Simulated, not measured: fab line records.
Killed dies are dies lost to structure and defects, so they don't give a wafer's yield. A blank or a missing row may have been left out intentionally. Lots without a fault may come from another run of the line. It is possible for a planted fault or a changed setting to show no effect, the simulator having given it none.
Matching of chambers || flow gf180mcu || 4 sister chambers for GF_V1_CMP_26 on cmp-02
The step polishes, stops on SiO2, t overpolish 15 s, target thk 0 nm. 4 wafers are shown with their chamber, then 7 later ones without.

WAFERS PAIRED WITH THEIR CHAMBERS
{"wafer": "L113.2", "chamber": 1, "motor current A (A)": 9.7}
{"wafer": "L112.1", "chamber": 0, "motor current A (A)": 10.0}
{"wafer": "L112.2", "chamber": 2, "motor current A (A)": 11.1}
{"wafer": "L116.1", "chamber": 3, "motor current A (A)": 11.4}

WAFERS WITHOUT THEIR CHAMBER
{"wafer": "L116.5", "motor current A (A)": 11.6}
{"wafer": "L122.3", "motor current A (A)": 9.3}
{"wafer": "L122.5", "motor current A (A)": 9.8}
{"wafer": "L122.6", "motor current A (A)": 10.7}
{"wafer": "L124.1", "motor current A (A)": 9.3}
{"wafer": "L124.3", "motor current A (A)": 10.0}
{"wafer": "L124.6", "motor current A (A)": 9.4}

CHAMBER TAKEN BY EACH
{"wafer": "L116.5", "from the rows above": "can't be placed: 3 or 2", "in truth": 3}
{"wafer": "L122.3", "from the rows above": "can't be placed: 1 or 0", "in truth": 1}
{"wafer": "L122.5", "from the rows above": "can't be placed: 1 or 0", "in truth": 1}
{"wafer": "L122.6", "from the rows above": "can't be placed: 2 or 0 or 3", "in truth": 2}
{"wafer": "L124.1", "from the rows above": "can't be placed: 1 or 0", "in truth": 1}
{"wafer": "L124.3", "from the rows above": "can't be placed: 0 or 1", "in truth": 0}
{"wafer": "L124.6", "from the rows above": "can't be placed: 1 or 0", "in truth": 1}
Correctly placed: 0 of 7. From these rows, 7 cannot be placed; in 7 the true chamber is one of the candidates. Number placed wrongly: 0.
How it was worked out, from the rows above alone: a wafer's distance from a chamber is the root of the sum, over the readings, of the square of ((its reading less the chamber's mean) divided by the reading's scatter). If the next closest chamber is less than 2 further off than the closest, the wafer can't be placed; otherwise it belongs to the closest. For every chamber, the mean is computed from those of its wafers that are shown. The scatter: root of mean squared gap, hidden wafer to nearest shown wafer, with one shown wafer a chamber.
